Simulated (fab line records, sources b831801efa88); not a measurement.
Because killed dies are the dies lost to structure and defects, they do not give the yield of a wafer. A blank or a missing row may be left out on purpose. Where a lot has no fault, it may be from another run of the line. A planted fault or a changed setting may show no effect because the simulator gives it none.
fab line records	flow sky130
record: lots: 6	wafers: 16	last-day: 49
route steps=708 shown CONTACT@422 METAL1@434 PAD_OPEN@708
lots with no fault: from the same line, run without faults
start-h: the number of hours between the record's first day and the start of the first shown wafer of the lot	wait-h: hours since the lot's step before	" repeats the value in the row above	L1.1+2: one row covering several wafers at once	- no value, or no start was given	* or withheld: withheld	< > ~ a bound
route shown NAME@n: names a module that has steps shown in the file, with the first one's number in the route	usual: average and standard deviation across the fault-free wafers	same: alike in all rows	chamber/n: place in a boat	sites: each site's reading	_std_site: the standard deviation of these	_edge_site: the outer-site mean with the inner-site mean subtracted	radius-mm: how far each site lies from the wafer's centre	mask NAME#n: copy n	behind: the tool/chamber that last shaped the wafer	hold: the reason the lot was held/the length of the hold in hours/how it ended	device: the transistor (n, p or np) that didn't switch	end of line: the same wafers' tests at the end of the route	for a step that has no rows: nothing shown but its recipe	killed: dies that structure and defects cost at the first sort, which is not the same as the wafer's yield	map: a wafer's dies, marking killed ones x, the rest . and places with no die _
set.NAME: the setting that was run; set.NAME@STEP: the one run at that earlier step	model.NAME: the simulator's own value behind a step, which no gauge read
certain route steps with their lots: each step a table, each wafer a row
services: when a tool's chamber went out of use (start-h, in hours from the record's first day, below 0 if earlier), for how many hours, and the reason
== steps ==
step: SKY_CONTACT_ETCH_16
recipe: chemistry: N2/H2	target: BARC	ion-energy-ev: 200	source-w: 500	bias-w: 100	pressure-mtorr: 30	n2-flow-sccm: 100	h2-flow-sccm: 200	stop-on: SiO2	time-s: 45.9	target-depth-a: 600
step: SKY_CONTACT_ETCH_17
recipe: target: SiO2	chemistry: C4F8/O2/Ar	stop-on: Si3N4	mask-material: KrF-thick	source-w: 1500	bias-w: 1200	pressure-mtorr: 40	c4f8-flow-sccm: withheld	O2_flow_sccm: 6	Ar_flow_sccm: 300	time-s: withheld	target-depth-a: 3400
step: SKY_CONTACT_ETCH_18
recipe: target: Si3N4	chemistry: CHF3/O2	stop-on: TiN	source-w: 600	bias-w: 200	pressure-mtorr: 40	chf3-flow-sccm: 50	O2_flow_sccm: 5	time-s: 39	target-depth-a: 750
usual: bias-w: 200.1/0.61	drypump-motor-current-A: 5.8/0.41	oes-product-au: 0.854/0.0073	rf-fwd-power-W: 594.6/2	throttle-valve-pct: 8.793/0.009
lot.wafer	tool	chamber	start-h	wait-h	bias-w	drypump-motor-current-A	oes-product-au	rf-fwd-power-W	rf-hours-counter-h	throttle-valve-pct
L169.1	rie-diel-01	3	-	-	200.0	5.1	0.856	593.1	25	8.790
L169.4	"	0	"	"	200.6	6.6	0.859	597.2	-	8.808
L169.6	"	2	"	"	200.0	5.9	0.859	594.3	-	8.779
L172.1	rie-diel-04	0	-	-	200.6	5.5	0.851	596.6	9	8.790
L172.2	"	2	"	"	200.4	6.2	0.844	595.2	14	8.783
L172.6	"	3	"	"	199.3	5.5	0.855	597.8	-	8.791
L185.1	rie-diel-03	3	-	-	199.5	5.8	0.854	592.9	19	8.801
L185.2	"	2	"	"	199.5	6.0	0.871	594.0	19	8.798
L186.3	rie-diel-03	1	-	-	199.7	6.3	0.857	595.1	9	8.782
L186.4	"	2	"	"	200.2	6.0	0.866	594.3	19	8.801
L187.1	rie-diel-04	3	-	-	199.9	5.5	0.835	595.8	7	8.792
L187.3	"	2	"	"	200.6	6.2	0.854	591.5	16	8.789
L187.4	"	0	"	"	200.5	5.6	0.860	598.8	11	8.804
L188.1	rie-diel-01	2	-	-	199.1	5.9	0.857	592.1	12	8.785
L188.4	"	0	"	"	199.8	6.6	0.859	594.5	-	8.791
L188.5	"	0	"	"	199.1	6.5	0.849	593.5	-	8.799
step: SKY_CONTACT_STRIP_19
recipe: chemistry: O2/N2	power-w: 1400	pressure-mtorr: 1500	platen-temp-c: withheld	o2-flow-sccm: 3000	n2-flow-sccm: 300	overash-fraction: 0.5
step: SKY_CONTACT_STRIP_20
recipe: chemistry: post-etch-residue-remover	time-s: 1200	temp-c: 72.5
step: SKY_CONTACT_CLEAN_21
recipe: chemistry: IPA	time-s: 180	temp-c: 25
step: SKY_CONTACT_CLEAN_22
recipe: chemistry: O3/DIW	dry: n2-spin
step: SKY_CONTACT_SPUTTER_23
recipe: material: TiN	target-thk-nm: 20	chamber-pressure-pa: 5	power-w: 4000	time-s: 80
usual: throttle-valve-pct: 30.2/0.95
lot.wafer	tool	chamber	start-h	wait-h	throttle-valve-pct
L169.1	pvd-sputter-01	-	727.06	0.0	30.7
L169.4	"	-	"	"	30.9
L169.6	"	-	"	"	30.2
L172.1	pvd-sputter-01	-	783.68	0.0	29.8
L172.2	"	-	"	"	30.7
L172.6	"	-	"	"	30.7
L185.1	pvd-sputter-03	-	841.80	0.0	28.1
L185.2	"	-	"	"	31.3
L186.3	pvd-sputter-03	-	842.65	0.0	31.7
L186.4	"	-	"	"	30.7
L187.1	pvd-sputter-03	-	861.78	0.0	29.8
L187.3	"	-	"	"	28.3
L187.4	"	-	"	"	31.2
L188.1	pvd-sputter-01	-	878.48	0.0	30.5
L188.4	"	-	"	"	30.5
L188.5	"	-	"	"	30.8
step: SKY_CONTACT_CVD_24
recipe: material: W	target-thk-nm: 340	time-s: 102.12	temp-c: 400	pressure-torr: 40
usual: heater-power-w: 892/86
lot.wafer	tool	chamber	start-h	wait-h	heater-power-w	since-wet-clean-h
L169.1	cvd-w-02	1	727.12	0.0	993	323
L169.4	"	0	"	"	851	-
L169.6	"	1	"	"	1002	-
L172.1	cvd-w-02	0	783.74	0.0	869	380
L172.2	"	1	"	"	1011	380
L172.6	"	1	"	"	1008	-
L185.1	cvd-w-01	0	841.86	0.0	767	938
L185.2	"	1	"	"	907	938
L186.3	cvd-w-01	0	842.75	0.1	784	-
L186.4	"	1	"	"	905	-
L187.1	cvd-w-02	1	861.84	0.0	1016	458
L187.3	"	1	"	"	1015	-
L187.4	"	0	"	"	872	-
L188.1	cvd-w-01	1	878.54	0.0	905	975
L188.4	"	0	"	"	773	-
L188.5	"	1	"	"	910	-
step: SKY_CONTACT_RS_MEAS_25
recipe: thk-meas-gauge: four-point-probe	reads: W_of_CONTACT_CVD_24+TiN_of_CONTACT_SPUTTER_23
usual: CONTACT_W_RS: 0.339/0.0053
lot.wafer	tool	chamber	start-h	wait-h	CONTACT_W_RS[ohm/sq]
L169.1	film-metro-04	-	727.23	0.1	0.336
L169.4	"	-	"	"	0.331
L169.6	"	-	"	"	0.337
L172.1	film-metro-04	-	783.85	0.1	0.333
L172.2	"	-	"	"	0.340
L172.6	"	-	"	"	0.337
L185.1	film-metro-04	-	841.97	0.1	0.348
L185.2	"	-	"	"	0.344
L186.3	film-metro-04	-	842.86	0.1	0.349
L186.4	"	-	"	"	0.345
L187.1	film-metro-04	-	861.95	0.1	0.343
L187.3	"	-	"	"	0.340
L187.4	"	-	"	"	0.331
L188.1	film-metro-01	-	878.65	0.1	0.342
L188.4	"	-	"	"	0.341
L188.5	"	-	"	"	0.343
step: SKY_CONTACT_THK_MEAS_26
recipe: thk-meas-gauge: xrf	reads: W_of_CONTACT_CVD_24
usual: CONTACT_W_THK: 336/5.4
lot.wafer	tool	chamber	start-h	wait-h	CONTACT_W_THK[nm]
L169.1	film-metro-04	-	727.35	0.1	337
L169.4	"	-	"	"	338
L169.6	"	-	"	"	335
L172.1	film-metro-04	-	783.97	0.1	341
L172.2	"	-	"	"	334
L172.6	"	-	"	"	336
L185.1	film-metro-04	-	842.09	0.1	328
L185.2	"	-	"	"	330
L186.3	film-metro-04	-	842.96	0.1	326
L186.4	"	-	"	"	328
L187.1	film-metro-04	-	862.07	0.1	330
L187.3	"	-	"	"	333
L187.4	"	-	"	"	342
L188.1	film-metro-01	-	878.77	0.1	328
L188.4	"	-	"	"	328
L188.5	"	-	"	"	330
step: SKY_CONTACT_CMP_27
recipe: stop-on: SiO2	t-overpolish-s: 15	down-force-psi: 3.5	platen-rpm: 60	target-thk-nm: 0	pad-velocity-m-s: 0.94248
usual: motor-current-A: 10.6/1.2	overpolish-run-s: 15.001/0.01	time-to-endpoint-s: 83/5.2
lot.wafer	tool	chamber	start-h	wait-h	motor-current-A	overpolish-run-s	time-to-endpoint-s
L169.4	cmp-02	2	727.46	0.1	10.0	14.987	88
L169.1	"	3	"	"	10.7	15.006	78
L169.6	"	1	"	"	8.5	15.016	78
L172.2	cmp-02	2	784.03	0.0	10.9	15.002	87
L172.1	"	3	"	"	10.6	14.996	83
L172.6	"	2	"	"	11.4	14.993	89
L185.1	cmp-02	3	842.20	0.1	10.3	15.006	78
L185.2	"	1	"	"	8.8	15.019	76
L186.3	cmp-02	2	843.00	0.0	11.3	14.990	85
L186.4	"	3	"	"	10.1	14.999	77
L187.4	cmp-01	1	862.18	0.1	10.5	15.003	84
L187.1	"	2	"	"	12.6	14.998	77
L187.3	"	3	"	"	10.6	15.004	78
L188.4	cmp-01	0	878.93	0.1	13.0	14.984	87
L188.1	"	1	"	"	10.5	15.002	87
L188.5	"	2	"	"	12.4	15.003	81
step: SKY_METAL1_SPUTTER_00
recipe: material: Ti	target-thk-nm: 15	power-w: 3000	time-s: 10	chamber-pressure-pa: 0.4
usual: throttle-valve-pct: 30.0/0.76
lot.wafer	tool	chamber	start-h	wait-h	throttle-valve-pct	model.Ti_of_METAL1_SPUTTER_00.thk-nm
L169.1	pvd-sputter-01	-	727.71	0.1	30.5	15.13
L169.4	"	-	"	"	30.6	15.11
L169.6	"	-	"	"	29.5	15.37
L172.1	pvd-sputter-04	-	784.33	0.2	30.1	14.81
L172.2	"	-	"	"	29.4	15.25
L172.6	"	-	"	"	29.5	15.05
L185.1	pvd-sputter-01	-	842.45	0.2	29.4	15.11
L185.2	"	-	"	"	30.4	6.296
L186.3	pvd-sputter-01	-	843.30	0.2	30.7	6.19
L186.4	"	-	"	"	30.2	14.79
L187.1	pvd-sputter-04	-	862.43	0.1	30.5	14.92
L187.3	"	-	"	"	29.4	14.85
L187.4	"	-	"	"	29.2	15.3
L188.1	pvd-sputter-02	-	879.13	0.1	31.5	15.23
L188.4	"	-	"	"	29.3	14.92
L188.5	"	-	"	"	31.3	15.31
step: SKY_METAL1_SPUTTER_01
recipe: material: TiN	target-thk-nm: 20	power-w: 6500	time-s: 16.7	chamber-pressure-pa: 0.4
usual: throttle-valve-pct: 30.0/0.76
lot.wafer	tool	chamber	start-h	wait-h	throttle-valve-pct
L169.1	pvd-sputter-01	-	727.73	0.0	30.3
L169.4	"	-	"	"	30.1
L169.6	"	-	"	"	29.9
L172.1	pvd-sputter-04	-	784.35	0.0	29.5
L172.2	"	-	"	"	29.4
L172.6	"	-	"	"	29.3
L185.1	pvd-sputter-01	-	842.48	0.0	29.8
L185.2	"	-	"	"	30.4
L186.3	pvd-sputter-01	-	843.32	0.0	30.8
L186.4	"	-	"	"	30.2
L187.1	pvd-sputter-04	-	862.45	0.0	30.5
L187.3	"	-	"	"	29.4
L187.4	"	-	"	"	29.4
L188.1	pvd-sputter-02	-	879.15	0.0	31.6
L188.4	"	-	"	"	29.5
L188.5	"	-	"	"	31.5
step: SKY_PAD_OPEN_PROBE_99
usual: defect-limited-yield: 82.2/1.8	killed_at_M0_to_M3: 42/6.1	killed_at_M4_up: 3.3/1.7	killed-at-contacts: 25/5.4	killed-at-front-end: 16/4.6	killed-at-other: 0.4/0.55	killed-dies: 87/8.8	killed-on-rim: 18/3.6	killed-open: 47/7.1	killed-short: 40/5.8	sort_bin_3_pad_short: 0.9/0.45	sort_bin_5_function: 10.7/1.4	sort_bin_6_memory: 6.2/1.2	sort-n-pass: 405/8.8	sort-yield-pct: 82.2/1.8
same: gross-dies: 492	killed-at-back-side: 0	sort_bin_4_leakage[%]: 0	sort_bin_8_speed[%]: 0
lot.wafer	tool	chamber	start-h	wait-h	defect-limited-yield[%]	killed_at_M0_to_M3	killed_at_M4_up	killed-at-contacts	killed-at-front-end	killed-at-other	killed-dies	killed-on-rim	killed-open	killed-short	sort_bin_3_pad_short[%]	sort_bin_5_function[%]	sort_bin_6_memory[%]	sort-n-pass	sort-yield-pct[%]
L172.1	prober-02	-	1112.85	0.1	83.7	38	0	24	18	0	80	12	47	31	1.0	9.8	5.5	412	83.7
L172.2	prober-02	-	1112.90	0.1	78.7	54	3	32	16	0	105	20	59	46	1.2	12.2	7.9	387	78.7
L172.6	prober-02	-	1113.10	0.2	81.9	39	3	28	19	0	89	14	51	38	1.2	11.6	5.3	403	81.9
L186.3	prober-02	-	1155.78	0.2	80.7	47	2	27	19	0	95	16	56	39	0.6	14.6	4.1	397	80.7
L187.1	prober-02	-	1162.00	0.1	78.9	47	4	26	27	0	104	22	56	47	0.6	15.0	5.5	388	78.9
L187.3	prober-02	-	1162.10	0.2	82.1	43	2	26	17	0	88	20	36	51	0.4	11.2	6.3	404	82.1
L188.1	prober-01	-	1176.05	0.1	85.2	33	2	21	17	0	73	8	32	41	0.8	10.0	4.1	419	85.2
L188.4	prober-01	-	1176.20	0.2	82.9	40	6	28	10	0	84	20	47	35	0	10.6	6.5	408	82.9
L188.5	prober-01	-	1176.25	0.2	80.7	45	4	21	25	0	95	18	42	53	0.4	11.6	7.3	397	80.7
killed by level:class
L172.1 CONTACT:geometric-particle:open=11 VIA1:geometric-particle:open=7 LI_CONTACT:geometric-particle:open=6 VIA3:geometric-particle:open=5 POLY_GATE:geometric-particle:short=5 VIA1:geometric-particle:short=5 POLY_GATE:geometric-particle:open=4 METAL2:geometric-particle:short=4
L172.2 VIA2:geometric-particle:open=14 LI_CONTACT:geometric-particle:open=10 VIA1:geometric-particle:open=10 CONTACT:geometric-particle:open=9 METAL2:geometric-particle:short=8 VIA3:geometric-particle:open=8 CONTACT:geometric-particle:short=7 VIA1:geometric-particle:short=7
L172.6 CONTACT:geometric-particle:open=16 VIA3:geometric-particle:open=7 METAL1:geometric-particle:short=6 VIA1:geometric-particle:open=6 LI_CONTACT:geometric-particle:open=5 VIA1:geometric-particle:short=5 FIELD_ISO:geometric-particle:open=4 FIELD_ISO:geometric-particle:short=4
L186.3 CONTACT:geometric-particle:open=13 VIA2:geometric-particle:open=9 VIA3:geometric-particle:open=7 VIA1:geometric-particle:open=7 METAL1:geometric-particle:short=6 LI_CONTACT:geometric-particle:short=6 POLY_GATE:geometric-particle:short=5 LI_CONTACT:geometric-particle:open=5
L187.1 CONTACT:geometric-particle:open=12 VIA1:geometric-particle:open=11 LI_CONTACT:geometric-particle:open=10 FIELD_ISO:geometric-particle:short=7 METAL1:geometric-particle:short=7 METAL2:geometric-particle:short=6 FIELD_ISO:geometric-particle:open=5 VIA2:geometric-particle:short=5
L187.3 METAL1:geometric-particle:short=11 CONTACT:geometric-particle:short=9 VIA1:geometric-particle:open=9 VIA1:geometric-particle:short=8 CONTACT:geometric-particle:open=7 LI_CONTACT:geometric-particle:short=5 METAL2:geometric-particle:short=5 FIELD_ISO:geometric-particle:short=4
L188.1 VIA1:geometric-particle:open=9 FIELD_ISO:geometric-particle:open=6 CONTACT:geometric-particle:short=6 LI_CONTACT:geometric-particle:open=6 VIA1:geometric-particle:short=6 METAL2:geometric-particle:short=5 FIELD_ISO:geometric-particle:short=4 LI_CONTACT:geometric-particle:short=4
L188.4 CONTACT:geometric-particle:open=9 VIA1:geometric-particle:open=8 VIA2:geometric-particle:open=7 VIA3:geometric-particle:open=7 LI_CONTACT:geometric-particle:short=6 CONTACT:geometric-particle:short=6 VIA2:geometric-particle:short=6 LI_CONTACT:geometric-particle:open=5
L188.5 VIA1:geometric-particle:open=10 POLY_GATE:geometric-particle:short=8 LI_CONTACT:geometric-particle:open=7 METAL1:geometric-particle:short=7 FIELD_ISO:geometric-particle:open=6 METAL2:geometric-particle:short=6 FIELD_ISO:geometric-particle:short=5 VIA1:geometric-particle:short=5
== services ==
tool	chamber	start-h	hours	kind
cvd-w-02	-	706.43	0.5	repair
rie-diel-01	3	708.01	8.9	repair
cmp-02	-	709.12	4.5	pm
cmp-01	-	739.46	2.1	repair
cmp-01	-	748.47	4.0	pm
rie-diel-04	1	778.27	6.8	repair
rie-diel-01	0	786.01	7.8	repair
rie-diel-01	3	793.68	2.7	repair
cmp-01	-	797.47	6.1	pm
pvd-sputter-03	-	800.57	0.5	repair
cmp-01	-	803.60	4.8	pm
cmp-02	-	803.77	0.6	repair
cmp-01	-	804.68	4.7	repair
rie-diel-04	-	805.60	0.1	repair
rie-diel-01	0	807.96	33.3	repair
pvd-sputter-01	-	812.71	1.1	repair
rie-diel-04	-	817.58	1.0	repair
cvd-w-01	-	820.94	6.9	pm
pvd-sputter-02	-	832.97	3.7	repair
cmp-01	-	844.00	0.2	repair
cmp-02	-	849.99	1.4	repair
cmp-02	-	855.26	1.8	repair
pvd-sputter-02	-	861.77	9.4	repair
cmp-02	-	877.77	1.3	repair
== key ==
first-sign none at tools or gauges
model-effect: step: SKY_METAL1_SPUTTER_00	value: Ti_of_METAL1_SPUTTER_00.thk-nm	without: 14.68	struck: 6.243
met-at SKY_METAL1_SPUTTER_00
struck-wafers L185.2,L186.3
onset-between 727.71 842.45
fault: kind: process-parameter-drift	tool: pvd-sputter-01	chamber: -	onset-h: 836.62	steps: SKY_METAL1_SPUTTER_00	channel: target-thk-nm	offset: -8.4407	shape: step	end-h: 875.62	scope: struck-wafers-only	acts-in: these-recipes-only	stated: 15
